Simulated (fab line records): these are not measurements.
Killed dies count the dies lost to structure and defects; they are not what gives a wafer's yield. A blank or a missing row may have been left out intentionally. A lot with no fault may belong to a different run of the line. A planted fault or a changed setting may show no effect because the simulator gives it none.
Which tool was responsible? -- flow sky130 -- 36 wafers from 12 lots sampled at 4 of the route's 708 steps

## WHAT THE GAUGES READ, wafer by wafer
SKY_NWELL_TW_MEAS_26. Usual: NWELL_2_TW typically reads 496, with standard deviation 3.1.
lot,measured,on,NWELL_2_TW,flag
L997,day 5 00:54,film metro-02,498 495 497,
L999,day 5 17:40,film metro-02,498 499 500,
L104,day 7 07:28,film metro-01,487 487 488,
L106,day 7 18:49,film metro-01,491 489 488,
L107,day 7 20:13,film metro-02,496 498 496,
L109,day 8 07:36,film metro-01,376 375 376,OFF
L112,day 9 01:49,film metro-02,381 380 383,OFF
L114,day 9 12:25,film metro-03,497 494 497,
L113,day 9 14:13,film metro-02,379 378 379,OFF
L115,day 9 22:32,film metro-02,496 498 495,
L118,day 11 15:28,film metro-03,496 496 497,
L120,day 11 16:49,film metro-03,498 495 493,

SKY_VT_ADJUST_LVTN_OVL_MEAS_18. Usual: VT_ADJUST_LVTN_01_OVL typically reads -1.9 nm, with standard deviation 1.8.
lot,measured,on,VT_ADJUST_LVTN_01_OVL (nm),flag
L997,day 7 08:41,overlay-02,-1.6 -2.1 -2.2,
L999,day 8 02:04,overlay-02,-4.0 -2.8 -4.9,
L104,day 9 21:32,overlay-02,-1.6 -1.7 -1.9,
L106,day 10 09:50,overlay-01,-4.4 -3.6 -4.0,
L107,day 10 10:52,overlay-02,-1.8 -1.4 -0.2,
L109,day 11 01:17,overlay-02,-0.9 -2.3 -3.1,
L112,day 11 22:38,overlay-02,-1.7 -1.9 -2.3,
L114,day 12 10:41,overlay-02,-3.0 -2.5 -3.8,
L113,day 12 12:36,overlay-02,2.5 1.0 2.4,
L115,day 12 21:26,overlay-01,-4.0 -5.0 -5.4,
L118,day 14 17:37,overlay-01,-2.7 -3.1 -3.1,
L120,day 14 18:58,overlay-02,-0.4 -1.9 -0.7,

## WHICH TOOL RAN EACH LOT (tool, then ch and the chambers of the sampled wafers, then the start)
lot,SKY_NWELL_IMPLANT_24,SKY_NWELL_STRIP_25
L997,"implanter-01 ch 0, day 5 00:39","plasma asher-04 ch 0,1, day 5 00:48"
L999,"implanter-04 ch 0, day 5 17:25","plasma asher-02 ch 0,1, day 5 17:33"
L104,"implanter-01 ch 0, day 7 07:13","plasma asher-04 ch 0,1, day 7 07:22"
L106,"implanter-01 ch 0, day 7 18:34","plasma asher-01 ch 0,1, day 7 18:43"
L107,"implanter-01 ch 0, day 7 20:00","plasma asher-02 ch 0,1, day 7 20:08"
L109,"implanter-01 ch 0, day 8 07:21","plasma asher-01 ch 0,1, day 8 07:30"
L112,"implanter-01 ch 0, day 9 01:34","plasma asher-01 ch 0,1, day 9 01:42"
L114,"implanter-04 ch 0, day 9 12:11","plasma asher-01 ch 1, day 9 12:19"
L113,"implanter-01 ch 0, day 9 14:00","plasma asher-01 ch 0,1, day 9 14:08"
L115,"implanter-02 ch 0, day 9 22:19","plasma asher-01 ch 0,1, day 9 22:26"
L118,"implanter-02 ch 0, day 11 15:13","plasma asher-01 ch 0,1, day 11 15:22"
L120,"implanter-02 ch 0, day 11 16:34","plasma asher-04 ch 0,1, day 11 16:43"
- SKY_NWELL_IMPLANT_24
- SKY_NWELL_STRIP_25: strips in O2/N2.

## WHAT THE TOOLS THEMSELVES READ (means of the sampled wafers that have a number; where no wafer has one, the mark that the record gives instead)
SKY_NWELL_IMPLANT_24. Usual: beam energy keV 140.01, standard deviation 0.041; dose ions cm2 9.2e+12, standard deviation 9.7e+09; faraday current uA 52.0, standard deviation 1.1.
lot,tool,beam energy keV,dose ions cm2,faraday current uA,flag
L997,implanter-01,140.01,9.2e+12,50.9,
L999,implanter-04,140.00,9.2e+12,51.7,
L104,implanter-01,139.96,9.2e+12,51.7,
L106,implanter-01,140.00,9.2e+12,51.8,
L107,implanter-01,139.98,9.2e+12,51.0,
L109,implanter-01,140.04,3.8e+12,21.3,OFF
L112,implanter-01,140.00,3.8e+12,21.0,OFF
L114,implanter-04,140.02,9.2e+12,52.3,
L113,implanter-01,140.01,3.8e+12,20.8,OFF
L115,implanter-02,140.02,9.2e+12,51.7,
L118,implanter-02,139.99,9.2e+12,51.9,
L120,implanter-02,139.99,9.2e+12,53.0,

SKY_NWELL_STRIP_25. Usual: drypump motor current A 5.5 A, standard deviation 0.37; n2 flow sccm 300.0 sccm, standard deviation 0.79; oes product au 0.722 a.u., standard deviation 0.004; strip time to endpoint s 36.92 s, standard deviation 0.095.
lot,tool,drypump motor current A (A),n2 flow sccm (sccm),oes product au (a.u.),strip time to endpoint s (s),flag
L997,plasma asher-04,5.7,299.7,0.722,36.78,
L999,plasma asher-02,5.9,299.9,0.722,37.01,
L104,plasma asher-04,5.7,299.2,0.724,37.01,
L106,plasma asher-01,5.2,299.9,0.721,36.80,
L107,plasma asher-02,6.1,299.1,0.726,37.00,
L109,plasma asher-01,5.2,300.1,0.723,37.01,
L112,plasma asher-01,5.1,299.6,0.726,36.89,
L114,plasma asher-01,5.2,299.9,0.722,37.13,
L113,plasma asher-01,5.1,299.3,0.720,36.93,
L115,plasma asher-01,5.1,300.0,0.723,36.78,
L118,plasma asher-01,5.2,299.2,0.720,36.88,
L120,plasma asher-04,5.8,299.9,0.721,36.89,

## THE ANSWER, worked out from the rows above alone
Rule: take the mean of a lot's wafers that have a number; if it is more than 3 standard deviations from the usual mean, the lot is off. A lot without any number at a reading at which 4 lots or more have one is off too. Where the step has rows for the other lots, those lots are counted as sound. Order of review: gauges by route order, followed by the tools' own readings, for which a lot's mean as printed above is used. At the first step where some lot is off, the reading lying furthest off is the one used; lots without a number count as furthest.
Off: L109, L112, L113, at SKY_NWELL_TW_MEAS_26 (NWELL_2_TW).
If a tool, at a process step before that reading, ran all the lots that are off and no sound lot after the first of them, it fits. Not tried: the gauges at SKY_NWELL_TW_MEAS_26; whatever is off there is also off at SKY_NWELL_IMPLANT_24, on other tools, and gauge error can't account for it. One fits: SKY_NWELL_IMPLANT_24 on implanter-01. Its last sound lot is L107 (day 7 20:00), its first lot that is off L109 (day 8 07:21): a fault that began between those two fits.
The tool's own readings at SKY_NWELL_IMPLANT_24 bear it out: on the lots that are off they differ by more than 5 times the standard deviation of the sound lots' means. dose ions cm2 reads 3.8e+12 there against 9.2e+12 on the sound lots; faraday current uA reads 21.0 there against 51.8 on the sound lots.

## WHAT WAS PUT IN BY THE SIMULATOR
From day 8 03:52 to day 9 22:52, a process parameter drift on implanter-01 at SKY_NWELL_IMPLANT_24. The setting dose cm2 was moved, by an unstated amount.
Shown lots that were struck: L109, L112, L113. The same result came from the rule above.
